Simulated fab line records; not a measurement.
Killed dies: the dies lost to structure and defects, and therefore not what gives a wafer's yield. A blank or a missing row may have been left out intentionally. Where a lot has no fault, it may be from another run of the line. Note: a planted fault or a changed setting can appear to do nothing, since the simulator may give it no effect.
fab line records	flow sky130
[record] lots = 12	wafers = 36	lastDay = 50
route steps=708 shown VT_ADJUST_NCORE@130 RES_PROTECT@214 LI_CONTACT@371 PAD_OPEN@708
lots that met no fault: taken from a fault-free run of the same line
startH: the number of hours between the record's first day and the start of the first shown wafer of the lot	waitH: how many hours have passed since the lot's step before this one	" identical to the entry in the row above	L1.1+2: several wafers, shown together as one row	- no value, or no start given	* or withheld: withheld	< > ~ a bound
route shown NAME@n: a module of which the file shows steps, and the number in the route of the first	usual: the fault-free wafers' mean and standard deviation	same: alike in all rows	chamber/n: place in a boat	sites: the reading at each site	_std_site: how widely they spread, as a standard deviation	_edge_site: the outer-site mean with the inner-site mean subtracted	radiusMm: for every site, how far away it sits from the centre of the wafer	mask NAME#n: copy n	behind: the tool/chamber that last shaped the wafer	hold: cause of the lot's hold/its duration in hours/its outcome	device: names the non-switching transistor (n, p or np)	end of line: the same wafers' tests at the end of the route	a step given without rows: its recipe and nothing more	killed: dies lost to structure and defects at the first sort, not the wafer's yield	map: per-die view of a wafer (x killed, . not killed, _ where there is no die)
set.NAME: the run value of the setting; set.NAME@STEP: its run value at that earlier step	model.NAME: the simulator's own value behind a step, which no gauge read
a sample of lots followed through the steps of the route, with each step as a table and each wafer as a row
services: from which hour (startH, from the record's first day; less than 0 if before it) a tool's chamber was out of use, for how many hours, and why
[[steps]]
[step SKY_VT_ADJUST_NCORE_TW_MEAS_11]
[usual] VT_ADJUST_NCORE_TW = 217.8/2.7
lot.wafer	tool	chamber	startH	waitH	VT_ADJUST_NCORE_TW
L400.1	filmMetro-01	-	177.31	0.1	221.3
L400.2	"	-	"	"	220.3
L400.3	"	-	"	"	222.0
L401.1	filmMetro-03	-	188.51	0.1	214.0
L401.2	"	-	"	"	212.7
L401.6	"	-	"	"	213.4
L402.2	filmMetro-04	-	198.47	0.1	216.0
L402.3	"	-	"	"	215.3
L402.5	"	-	"	"	216.7
L403.1	filmMetro-01	-	199.84	0.1	219.1
L403.3	"	-	"	"	219.9
L403.6	"	-	"	"	218.0
L405.2	filmMetro-03	-	214.02	0.1	215.0
L405.3	"	-	"	"	213.5
L405.4	"	-	"	"	214.4
L406.1	filmMetro-01	-	223.26	0.1	218.6
L406.2	"	-	"	"	219.4
L406.4	"	-	"	"	218.7
L407.1	filmMetro-01	-	233.66	0.1	218.5
L407.4	"	-	"	"	218.4
L407.5	"	-	"	"	218.6
L408.1	filmMetro-04	-	235.03	0.1	219.4
L408.5	"	-	"	"	217.5
L408.6	"	-	"	"	218.3
L418.1	filmMetro-01	-	323.08	0.1	220.4
L418.5	"	-	"	"	220.8
L418.6	"	-	"	"	220.9
L419.1	filmMetro-03	-	324.71	0.1	214.6
L419.2	"	-	"	"	215.2
L419.4	"	-	"	"	214.9
L420.3	filmMetro-01	-	334.78	0.1	219.7
L420.5	"	-	"	"	218.6
L420.6	"	-	"	"	220.7
L423.2	filmMetro-04	-	343.37	0.1	217.6
L423.3	"	-	"	"	217.3
L423.5	"	-	"	"	217.6
[step SKY_RES_PROTECT_STRIP_07]
[recipe] chemistry = O2/N2	powerW = 1400	pressureMtorr = 1500	platenTempC = withheld	o2FlowSccm = 3000	n2FlowSccm = 300	overashFraction = 0.5
[usual] drypumpMotorCurrentA = 5.7/0.57	oesProductAu = 0.518/0.0048	stripTimeToEndpointS = 23.31/0.045
lot.wafer	tool	chamber	startH	waitH	drypumpMotorCurrentA	oesProductAu	rfHoursCounterH	stripTimeToEndpointS
L400.1	plasmaAsher-02	1	331.07	0.1	5.2	0.520	65	23.29
L400.2	"	0	"	"	6.0	0.521	65	23.30
L400.3	"	1	"	"	5.2	0.525	-	23.31
L401.1	plasmaAsher-04	0	347.09	0.1	6.2	0.517	56	23.33
L401.2	"	1	"	"	5.2	0.517	56	23.27
L401.6	"	1	"	"	5.2	0.508	-	23.31
L402.2	plasmaAsher-04	0	358.31	0.1	6.1	0.520	57	23.39
L402.3	"	1	"	"	5.2	0.514	-	23.39
L402.5	"	1	"	"	5.2	0.519	-	23.41
L403.1	plasmaAsher-03	1	359.24	0.1	6.5	0.523	20	23.26
L403.3	"	0	"	"	5.2	0.519	-	23.32
L403.6	"	0	"	"	5.2	0.525	-	23.30
L405.2	plasmaAsher-04	0	372.76	0.1	6.1	0.514	59	23.26
L405.3	"	0	"	"	6.2	0.510	-	23.27
L405.4	"	1	"	"	5.2	0.518	-	23.25
L406.1	plasmaAsher-04	0	391.49	0.1	6.2	0.528	61	23.30
L406.2	"	1	"	"	5.2	0.521	61	23.22
L406.4	"	0	"	"	6.2	0.510	-	23.27
L407.1	plasmaAsher-03	1	402.11	0.1	6.5	0.522	25	23.37
L407.4	"	0	"	"	5.2	0.511	-	23.36
L407.5	"	0	"	"	5.2	0.515	-	23.37
L408.1	plasmaAsher-02	1	405.11	0.1	5.1	0.530	72	23.32
L408.5	"	0	"	"	6.1	0.513	-	23.29
L408.6	"	1	"	"	5.1	0.523	-	23.32
L418.1	plasmaAsher-04	0	509.04	0.1	6.1	0.509	73	23.24
L418.5	"	0	"	"	6.1	0.521	-	23.26
L418.6	"	1	"	"	5.2	0.515	-	23.31
L419.1	plasmaAsher-02	1	509.96	0.1	5.1	0.517	7	23.34
L419.2	"	0	"	"	6.1	0.513	7	23.39
L419.4	"	1	"	"	5.1	0.522	-	23.34
L420.3	plasmaAsher-04	0	525.59	0.1	6.1	0.505	-	23.27
L420.5	"	0	"	"	6.1	0.517	-	23.20
L420.6	"	1	"	"	5.2	0.523	-	23.32
L423.2	plasmaAsher-03	1	535.91	0.1	6.5	0.519	39	23.33
L423.3	"	1	"	"	6.6	0.524	-	23.33
L423.5	"	1	"	"	6.5	0.519	-	23.34
[step SKY_LI_CONTACT_EXPOSE_09]
[recipe] maskId = LICM1	na = 0.8	sourceShape = annular	sigmaInner = 0.55	sigmaOuter = 0.85	targetCdNm = 170	doseMj = 38
[usual] focusOffsetNm = -0.2/0.51
lot.wafer	tool	chamber	startH	waitH	mask	focusOffsetNm
L400.1	krfScanner-02	0	652.55	-	LICM1#0	-0.4
L400.2	"	0	"	"	LICM1#0	-0.4
L400.3	"	0	"	"	LICM1#0	0.0
L401.1	krfScanner-01	0	665.88	-	LICM1#0	0.6
L401.2	"	0	"	"	LICM1#0	0.3
L401.6	"	0	"	"	LICM1#0	0.3
L403.1	krfScanner-01	0	707.09	-	LICM1#0	0.2
L403.3	"	0	"	"	LICM1#0	0.0
L403.6	"	0	"	"	LICM1#0	0.3
L402.2	krfScanner-02	0	708.05	-	LICM1#0	-0.6
L402.3	"	0	"	"	LICM1#0	-0.1
L402.5	"	0	"	"	LICM1#0	0.0
L405.2	krfScanner-01	0	708.63	-	LICM1#0	0.5
L405.3	"	0	"	"	LICM1#0	-0.8
L405.4	"	0	"	"	LICM1#0	0.1
L406.1	krfScanner-01	0	713.68	-	LICM1#0	0.5
L406.2	"	0	"	"	LICM1#0	-0.4
L406.4	"	0	"	"	LICM1#0	0.5
L407.1	krfScanner-01	0	719.48	-	LICM1#0	-0.4
L407.4	"	0	"	"	LICM1#0	-0.8
L407.5	"	0	"	"	LICM1#0	-0.5
L408.1	krfScanner-01	0	721.84	-	LICM1#0	-0.2
L408.5	"	0	"	"	LICM1#0	0.1
L408.6	"	0	"	"	LICM1#0	-0.6
L418.1	krfScanner-01	0	811.86	-	LICM1#0	0.2
L418.5	"	0	"	"	LICM1#0	0.1
L418.6	"	0	"	"	LICM1#0	-0.1
L419.1	krfScanner-01	0	817.81	-	LICM1#0	-0.5
L419.2	"	0	"	"	LICM1#0	0.0
L419.4	"	0	"	"	LICM1#0	0.3
L420.3	krfScanner-01	0	827.04	-	LICM1#0	-0.4
L420.5	"	0	"	"	LICM1#0	-0.4
L420.6	"	0	"	"	LICM1#0	-0.4
L423.2	krfScanner-01	0	837.30	-	LICM1#0	1.0
L423.3	"	0	"	"	LICM1#0	0.6
L423.5	"	0	"	"	LICM1#0	1.0
[step SKY_LI_CONTACT_CD_MEAS_12]
[recipe] targetCdNm = 170
[usual] cdNm = 170.2/1.4
lot.wafer	tool	chamber	startH	waitH	hold	cdNm
L400.1	cdSem-02	-	665.74	-	-	169.0
L400.2	"	-	"	"	-	170.6
L400.3	"	-	"	"	-	170.3
L401.1	cdSem-02	-	679.51	-	-	169.5
L401.2	"	-	"	"	-	169.8
L401.6	"	-	"	"	-	170.4
L403.1	cdSem-02	-	721.04	-	-	170.8
L403.3	"	-	"	"	-	169.4
L403.6	"	-	"	"	-	172.1
L402.2	cdSem-02	-	721.88	-	-	168.8
L402.3	"	-	"	"	-	168.4
L402.5	"	-	"	"	-	167.6
L405.2	cdSem-01	-	722.23	-	-	172.0
L405.3	"	-	"	"	-	171.0
L405.4	"	-	"	"	-	171.7
L406.1	cdSem-01	-	727.74	-	-	170.7
L406.2	"	-	"	"	-	170.5
L406.4	"	-	"	"	-	171.9
L407.1	cdSem-01	-	733.23	-	-	171.7
L407.4	"	-	"	"	-	171.2
L407.5	"	-	"	"	-	172.3
L408.1	cdSem-01	-	734.78	-	awaitDispo/0.2h/release	171.3
L408.5	"	-	"	"	awaitDispo/0.2h/release	171.6
L408.6	"	-	"	"	awaitDispo/0.2h/release	144.4
L408.1	cdSem-01	-	735.20	0.4	-	171.8
L408.5	"	-	"	"	-	171.8
L408.6	"	-	"	"	-	144.6
L418.1	cdSem-01	-	824.61	-	-	171.0
L418.5	"	-	"	"	-	171.1
L418.6	"	-	"	"	-	170.5
L419.1	cdSem-01	-	830.39	-	-	171.3
L419.2	"	-	"	"	-	171.5
L419.4	"	-	"	"	-	170.1
L420.3	cdSem-02	-	839.78	-	-	170.5
L420.5	"	-	"	"	-	171.2
L420.6	"	-	"	"	-	170.9
L423.2	cdSem-02	-	850.08	-	-	167.7
L423.3	"	-	"	"	-	168.5
L423.5	"	-	"	"	-	168.8
[step SKY_LI_CONTACT_SPUTTER_19]
[recipe] material = Ti	targetThkNm = 20	chamberPressurePa = 5	powerW = 2500	substrateTempC = 200	timeS = 106.37
[usual] cathodeDcPowerW = 2500.0/0.44	throttleValvePct = 29.9/0.84
lot.wafer	tool	chamber	startH	waitH	cathodeDcPowerW	throttleValvePct
L400.1	pvdSputter-02	-	666.33	0.0	2499.5	29.4
L400.2	"	-	"	"	2500.7	29.1
L400.3	"	-	"	"	2499.9	31.3
L401.1	pvdSputter-02	-	680.09	0.0	2499.8	29.4
L401.2	"	-	"	"	2499.3	28.4
L401.6	"	-	"	"	2500.8	31.5
L403.1	pvdSputter-03	-	721.63	0.0	2500.4	28.7
L403.3	"	-	"	"	2500.2	29.5
L403.6	"	-	"	"	2499.6	30.6
L402.2	pvdSputter-01	-	722.44	0.0	2500.2	30.1
L402.3	"	-	"	"	2499.6	30.5
L402.5	"	-	"	"	2500.2	30.3
L405.2	pvdSputter-03	-	722.79	0.0	2499.4	29.1
L405.3	"	-	"	"	2500.4	29.7
L405.4	"	-	"	"	2500.7	30.6
L406.1	pvdSputter-03	-	728.32	0.0	2498.9	30.8
L406.2	"	-	"	"	2499.5	29.5
L406.4	"	-	"	"	2499.1	29.5
L407.1	pvdSputter-01	-	733.82	0.0	2500.1	30.9
L407.4	"	-	"	"	2499.7	29.9
L407.5	"	-	"	"	2499.3	31.0
L408.1	pvdSputter-01	-	742.53	0.0	2499.5	30.9
L408.5	"	-	"	"	2500.0	30.0
L408.6	"	-	"	"	2500.1	29.8
L418.1	pvdSputter-02	-	825.20	0.0	2501.0	29.4
L418.5	"	-	"	"	2500.2	29.6
L418.6	"	-	"	"	2500.2	28.8
L419.1	pvdSputter-02	-	830.97	0.0	2500.0	29.3
L419.2	"	-	"	"	2500.3	28.5
L419.4	"	-	"	"	2499.1	28.7
L420.3	pvdSputter-02	-	840.32	0.0	2500.4	29.5
L420.5	"	-	"	"	2500.0	29.4
L420.6	"	-	"	"	2500.4	29.7
L423.2	pvdSputter-02	-	850.81	0.0	2499.6	31.2
L423.3	"	-	"	"	2500.2	29.2
L423.5	"	-	"	"	2500.1	31.4
[step SKY_PAD_OPEN_PROBE_99]
[usual] killed_at_M0_to_M3 = 43/7.2	killed_at_M4_up = 3.3/1.8	killedAtContacts = 23/5.5	killedAtFrontEnd = 16/5.1	killedAtOther = 0.4/0.65	killedDies = 85/10	killedOpen = 46/7.1	killedShort = 38/7.2
[same] grossDies = 492	killedAtBackSide = 0
lot.wafer	tool	chamber	startH	waitH	hold	killed_at_M0_to_M3	killed_at_M4_up	killedAtContacts	killedAtFrontEnd	killedAtOther	killedDies	killedOpen	killedShort
L401.1	prober-01	-	1076.48	0.1	-	46	2	21	19	0	88	42	46
L401.2	prober-01	-	1076.53	0.1	-	43	7	23	19	0	92	51	40
L401.6	prober-01	-	1076.73	0.2	-	30	8	18	21	0	77	34	40
L403.1	prober-02	-	1105.82	0.1	-	59	1	20	13	1	94	50	42
L403.3	prober-02	-	1105.92	0.2	-	50	2	21	18	1	92	51	41
L403.6	prober-02	-	1106.07	0.2	-	50	2	20	13	0	85	46	37
L408.1	prober-01	-	1118.33	0.1	awaitDispo/3.5h/release	48	3	23	22	2	98	53	45
L408.5	prober-01	-	1118.53	0.2	awaitDispo/3.5h/release	41	4	18	14	0	77	45	31
L408.6	prober-01	-	1118.58	0.2	awaitDispo/3.5h/release	48	3	108	10	0	169	39	41
L418.1	prober-01	-	1179.57	0.1	-	44	2	16	17	1	80	42	38
L418.5	prober-01	-	1179.77	0.2	-	41	2	21	14	0	78	42	36
L418.6	prober-01	-	1179.82	0.2	-	50	4	14	10	0	78	35	43
L419.1	prober-02	-	1183.05	0.1	-	51	1	23	14	0	89	56	33
L419.2	prober-02	-	1183.10	0.1	-	41	6	19	19	0	85	51	33
L419.4	prober-02	-	1183.20	0.2	-	43	3	15	11	0	72	35	35
L420.3	prober-02	-	1189.45	0.2	-	34	4	33	22	0	93	53	39
L420.5	prober-02	-	1189.55	0.2	-	62	4	25	19	0	110	64	44
L420.6	prober-02	-	1189.60	0.2	-	49	3	34	16	0	102	70	32
L423.2	prober-02	-	1193.18	0.1	-	42	1	32	19	1	95	56	38
L423.3	prober-02	-	1193.23	0.2	-	42	1	20	18	0	81	48	33
L423.5	prober-02	-	1193.33	0.2	-	33	6	21	17	0	77	37	40
// killed by level:class
L401.1 VIA2:geometricParticle:open=7 VIA1:geometricParticle:open=7 CONTACT:geometricParticle:open=6 VIA3:geometricParticle:short=6 METAL2:geometricParticle:short=5 VIA3:geometricParticle:open=5 FIELD_ISO:geometricParticle:open=4 LI_CONTACT:geometricParticle:open=4
L401.2 VIA2:geometricParticle:open=10 VIA1:geometricParticle:open=8 FIELD_ISO:geometricParticle:short=7 LOCAL_INTERCONNECT:geometricParticle:short=6 VIA3:geometricParticle:open=6 CONTACT:geometricParticle:open=5 LI_CONTACT:geometricParticle:open=5 METAL2:geometricParticle:short=5
L401.6 FIELD_ISO:geometricParticle:short=9 VIA1:geometricParticle:open=7 CONTACT:geometricParticle:open=6 FIELD_ISO:geometricParticle:open=5 LI_CONTACT:geometricParticle:open=4 METAL4:geometricParticle:short=4 CONTACT:geometricParticle:short=4 METAL1:geometricParticle:short=4
L403.1 VIA2:geometricParticle:open=13 VIA1:geometricParticle:short=10 VIA1:geometricParticle:open=9 LI_CONTACT:geometricParticle:open=7 METAL2:geometricParticle:short=6 VIA3:geometricParticle:open=6 POLY_GATE:geometricParticle:open=4 LOCAL_INTERCONNECT:geometricParticle:short=4
L403.3 VIA2:geometricParticle:open=10 VIA1:geometricParticle:open=9 METAL2:geometricParticle:short=9 METAL1:geometricParticle:short=6 LI_CONTACT:geometricParticle:open=6 FIELD_ISO:geometricParticle:open=5 POLY_GATE:geometricParticle:open=5 LI_CONTACT:geometricParticle:short=5
L403.6 VIA1:geometricParticle:open=10 VIA2:geometricParticle:open=10 CONTACT:geometricParticle:open=8 METAL1:geometricParticle:short=6 VIA1:geometricParticle:short=5 METAL2:geometricParticle:short=5 LI_CONTACT:geometricParticle:open=4 CONTACT:geometricParticle:short=4
L408.1 CONTACT:geometricParticle:open=10 VIA1:geometricParticle:open=9 VIA2:geometricParticle:open=9 FIELD_ISO:geometricParticle:open=6 FIELD_ISO:geometricParticle:short=6 LI_CONTACT:geometricParticle:open=6 METAL2:geometricParticle:short=5 VIA3:geometricParticle:short=5
L408.5 VIA1:geometricParticle:open=7 CONTACT:geometricParticle:open=6 VIA2:geometricParticle:open=6 VIA1:geometricParticle:short=5 LI_CONTACT:geometricParticle:open=5 METAL2:geometricParticle:short=5 VIA3:geometricParticle:open=5 METAL2:geometricParticle:open=4
L408.6 LI_CONTACT:areaExpose=89 VIA1:geometricParticle:open=11 METAL2:geometricParticle:short=10 CONTACT:geometricParticle:open=9 METAL1:geometricParticle:short=7 VIA3:geometricParticle:open=5 POLY_GATE:geometricParticle:open=4 LOCAL_INTERCONNECT:geometricParticle:short=3
L418.1 VIA1:geometricParticle:open=11 CONTACT:geometricParticle:open=8 VIA3:geometricParticle:open=6 VIA1:geometricParticle:short=6 VIA2:geometricParticle:open=5 METAL2:geometricParticle:short=5 FIELD_ISO:geometricParticle:open=4 FIELD_ISO:geometricParticle:short=4
L418.5 VIA3:geometricParticle:open=11 VIA1:geometricParticle:open=9 POLY_GATE:geometricParticle:short=5 LOCAL_INTERCONNECT:geometricParticle:short=5 CONTACT:geometricParticle:short=5 METAL1:geometricParticle:short=5 VIA1:geometricParticle:short=5 FIELD_ISO:geometricParticle:short=4
L418.6 VIA1:geometricParticle:open=8 VIA3:geometricParticle:open=7 VIA1:geometricParticle:short=7 LI_CONTACT:geometricParticle:open=6 VIA2:geometricParticle:short=6 METAL1:geometricParticle:short=5 VIA3:geometricParticle:short=5 FIELD_ISO:geometricParticle:short=4
L419.1 VIA1:geometricParticle:open=13 CONTACT:geometricParticle:open=11 VIA3:geometricParticle:open=11 LI_CONTACT:geometricParticle:open=6 METAL1:geometricParticle:short=6 VIA2:geometricParticle:open=6 METAL2:geometricParticle:short=5 VIA2:geometricParticle:short=4
L419.2 VIA1:geometricParticle:open=11 CONTACT:geometricParticle:open=8 VIA3:geometricParticle:open=7 LI_CONTACT:geometricParticle:open=6 FIELD_ISO:geometricParticle:open=5 METAL4:geometricParticle:short=5 METAL3:geometricParticle:short=5 SPACER:geometricParticle:short=4
L419.4 VIA2:geometricParticle:open=10 METAL2:geometricParticle:short=8 VIA1:geometricParticle:open=7 CONTACT:geometricParticle:open=6 FIELD_ISO:geometricParticle:open=4 LOCAL_INTERCONNECT:geometricParticle:short=4 METAL1:geometricParticle:short=4 POLY_GATE:geometricParticle:short=3
L420.3 LI_CONTACT:geometricParticle:open=10 CONTACT:geometricParticle:open=10 FIELD_ISO:geometricParticle:open=8 VIA2:geometricParticle:open=8 LOCAL_INTERCONNECT:geometricParticle:short=6 CONTACT:geometricParticle:short=6 POLY_GATE:geometricParticle:open=5 METAL1:geometricParticle:short=5
L420.5 VIA1:geometricParticle:open=18 VIA3:geometricParticle:open=11 LI_CONTACT:geometricParticle:open=9 CONTACT:geometricParticle:open=9 POLY_GATE:geometricParticle:short=7 METAL2:geometricParticle:short=6 METAL1:geometricParticle:short=5 LOCAL_INTERCONNECT:geometricParticle:short=4
L420.6 VIA1:geometricParticle:open=15 CONTACT:geometricParticle:open=14 LI_CONTACT:geometricParticle:open=12 FIELD_ISO:geometricParticle:open=8 METAL1:geometricParticle:short=8 VIA3:geometricParticle:open=5 VIA2:geometricParticle:open=5 LI_CONTACT:geometricParticle:short=4
L423.2 CONTACT:geometricParticle:open=12 LI_CONTACT:geometricParticle:open=9 VIA1:geometricParticle:open=9 VIA3:geometricParticle:open=8 METAL1:geometricParticle:short=6 VIA1:geometricParticle:short=5 VIA2:geometricParticle:open=5 FIELD_ISO:geometricParticle:short=4
L423.3 VIA3:geometricParticle:open=9 VIA1:geometricParticle:open=8 FIELD_ISO:geometricParticle:open=6 LOCAL_INTERCONNECT:geometricParticle:short=5 CONTACT:geometricParticle:open=5 VIA2:geometricParticle:open=5 POLY_GATE:geometricParticle:open=4 LI_CONTACT:geometricParticle:open=4
L423.5 CONTACT:geometricParticle:open=11 VIA1:geometricParticle:open=7 VIA2:geometricParticle:open=7 METAL1:geometricParticle:short=6 FIELD_ISO:geometricParticle:open=5 METAL4:geometricParticle:short=5 FIELD_ISO:geometricParticle:short=4 LOCAL_INTERCONNECT:geometricParticle:short=4
[[services]]
tool	chamber	startH	hours	kind
krfScanner-01	-	309.79	1.0	pm
krfScanner-01	-	336.60	1.3	pm
pvdSputter-02	-	351.95	1.9	repair
krfScanner-01	-	360.39	36.0	pm
krfScanner-01	-	396.39	3.6	pm
krfScanner-01	-	420.85	0.8	pm
krfScanner-01	-	446.02	4.6	repair
krfScanner-01	-	478.79	1.0	pm
plasmaAsher-04	-	512.30	10.2	repair
krfScanner-01	-	512.50	1.3	pm
krfScanner-01	-	523.14	1.7	repair
plasmaAsher-04	-	583.52	2.7	repair
plasmaAsher-04	-	584.69	3.2	repair
krfScanner-01	-	589.17	4.4	pm
krfScanner-01	-	593.55	0.8	pm
pvdSputter-02	-	648.21	1.8	repair
krfScanner-01	-	648.80	1.0	pm
krfScanner-01	-	688.40	1.3	pm
plasmaAsher-04	-	714.39	14.6	pm
pvdSputter-02	-	728.96	2.8	repair
krfScanner-01	-	758.36	0.8	pm
krfScanner-01	-	763.96	0.5	repair
krfScanner-01	-	803.68	3.1	repair
krfScanner-01	-	816.79	1.0	pm
[[key]]
[firstSign] step = SKY_LI_CONTACT_CD_MEAS_12	reading = visit	direction = added
[effect] step = SKY_LI_CONTACT_CD_MEAS_12	reading = cdNm	direction = down	sigmas = 18	usual = 170.2	struck = 144.4
[effect] step = SKY_PAD_OPEN_PROBE_99	reading = killedAtContacts	direction = up	sigmas = 16	usual = 23	struck = 108
[moreKillsBornAt] SKY_LI_CONTACT_EXPOSE_09@krfScanner-01 = 89
metAt SKY_LI_CONTACT_EXPOSE_09
struckLots L408
struckWafers L408.6
testerLeftOut L408
notActingAt SKY_VT_ADJUST_NCORE_TW_MEAS_11,SKY_RES_PROTECT_STRIP_07,SKY_LI_CONTACT_SPUTTER_19
onsetBetween 719.48 721.84
[fault] kind = processParameterDrift	tool = krfScanner-01	chamber = -	onsetH = 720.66	steps = SKY_LI_CONTACT_EXPOSE_09	channel = focusNm	offset = 238.83	shape = step	endH = 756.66	scope = struckWafersOnly
// testerLeftOut: of these lots the tester's yield and bins aren't shown, on N5 and GAA mostly nor the transistor test; their killed dies are dies lost to structure and defects alone, not to doping, threshold or leakage, so they don't give the yield
